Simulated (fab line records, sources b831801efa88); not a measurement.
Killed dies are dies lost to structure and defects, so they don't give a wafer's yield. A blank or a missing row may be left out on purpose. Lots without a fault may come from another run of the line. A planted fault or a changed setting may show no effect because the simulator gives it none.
A struck lot beside a sound one | flow gf180mcu | 15 steps out of a route of 602
Sound: wafers L539.1, L539.3, L539.5. Struck: wafers L548.2, L548.5, L548.6. The cause comes at the end.
At each step with rows: each side's tool, then ch and its chambers, then its first start. Under that, the readings that differ: sound wafers | struck wafers | difference of the means | sigmas: that difference in standard deviations of wafers without a fault.
alike: readings whose means differ by less than 2 such deviations, and words and numbers that are the same on both sides. not compared: withheld readings, readings that some wafer has no value for, bounds like >300 that may hide the same value, and numbers for which the record gives no deviation and whose values overlap.
The two part at a step that has a row with sigmas, a row that says differs or no value, or rows on one side only. Numbers that don't overlap but have no deviation are shown without sigmas and don't part them. A reading that every wafer of one side lacks parts them only if that side has two wafers or more.

GF_POLY_GATE_THK_MEAS_01:
  sound on film_metro-02, day 8 14:40; struck on film_metro-02, day 11 12:22
  alike: POLY_GATE_CVD_00_THK
then, 8 steps without rows for these wafers: GF_POLY_GATE_DEHYDRATE_02 (time 60 s); GF_POLY_GATE_HMDS_03 (prime time 60 s); GF_POLY_GATE_COAT_04; GF_POLY_GATE_COAT_05 (resist thk 700 nm); GF_POLY_GATE_SOFTBAKE_06 (time 60 s); GF_POLY_GATE_EXPOSE_07 (exposes mask Poly2, target cd 280 nm); GF_POLY_GATE_PEB_08 (peb time 90 s); GF_POLY_GATE_DEVELOP_09 (develop time 60 s).
GF_POLY_GATE_CD_MEAS_10: target cd 280 nm.
  sound on cd_sem-01, day 9 07:38; struck on cd_sem-01, day 12 07:10
  alike: cd_nm
GF_POLY_GATE_OVL_MEAS_11:
  sound on overlay-02, day 9 07:46; struck on overlay-01, day 12 07:16
  alike: POLY_GATE_OVL
GF_POLY_GATE_ETCH_12: etches BARC in N2/H2.
  sound on rie_diel-03 ch 0,2,3, day 9 07:48; struck on rie_diel-01 ch 0,1, day 12 07:18
  reading                     | sound       | struck      | difference | sigmas
  drypump_motor_current_A (A) | 5.7 5.1 5.3 | 6.5 6.5 5.8 | +0.9       | +2
  alike: bias_w, oes_product_au, throttle_valve_pct
GF_POLY_GATE_ETCH_13: etches poly-Si in HBr/Cl2, stops on SiO2, target depth 198.5 nm, time 69.6 s.
  sound on rie_si-02 ch 0,2, day 9 07:51; struck on rie_si-02 ch 0,1,3, day 12 07:21
  reading                               | sound             | struck                  | difference | sigmas
  oes_product_au (a.u.)                 | 0.982 0.983 0.987 | 1.013 1.008 1.010       | +0.026     | +3
  over_etch_frac                        | 0.403 0.403 0.403 | 0.17888 0.17888 0.17888 | -0.22412   |
  model.POLY_GATE.feature_depth_nm (nm) | 197.8 197.9 198   | 169.9 170.2 167.9       | -28.6      |
  model.etch.depth_nm (nm)              | 197.8 197.9 198   | 169.9 170.2 167.9       | -28.6      |
  alike: bias_w, drypump_motor_current_A, throttle_valve_pct
  not compared: rf_hours_counter_h
GF_POLY_GATE_STRIP_14: strips in O2/N2.
  sound on plasma_asher-02 ch 1, day 9 07:54; struck on plasma_asher-03 ch 0,1, day 12 07:24
  reading            | sound       | struck      | difference | sigmas
  heater_power_w (W) | 406 411 404 | 321 327 356 | -72        | -2
  alike: drypump_motor_current_A, oes_product_au
  not compared: rf_hours_counter_h
-- the record jumps here: 20 days lie between the struck wafers' starts before and after (it left off in module POLY_GATE and takes up again in module PASSIVATION, whose first step shown is number 602 of the route) --
GF_PASSIVATION_PROBE_99:
  the record has rows for the struck wafers here (prober-02, day 32 02:02) and none for the sound ones

WHERE THEY PART
First at GF_POLY_GATE_ETCH_12; last, within this record, at GF_PASSIVATION_PROBE_99.

WHY: what the simulator had put in
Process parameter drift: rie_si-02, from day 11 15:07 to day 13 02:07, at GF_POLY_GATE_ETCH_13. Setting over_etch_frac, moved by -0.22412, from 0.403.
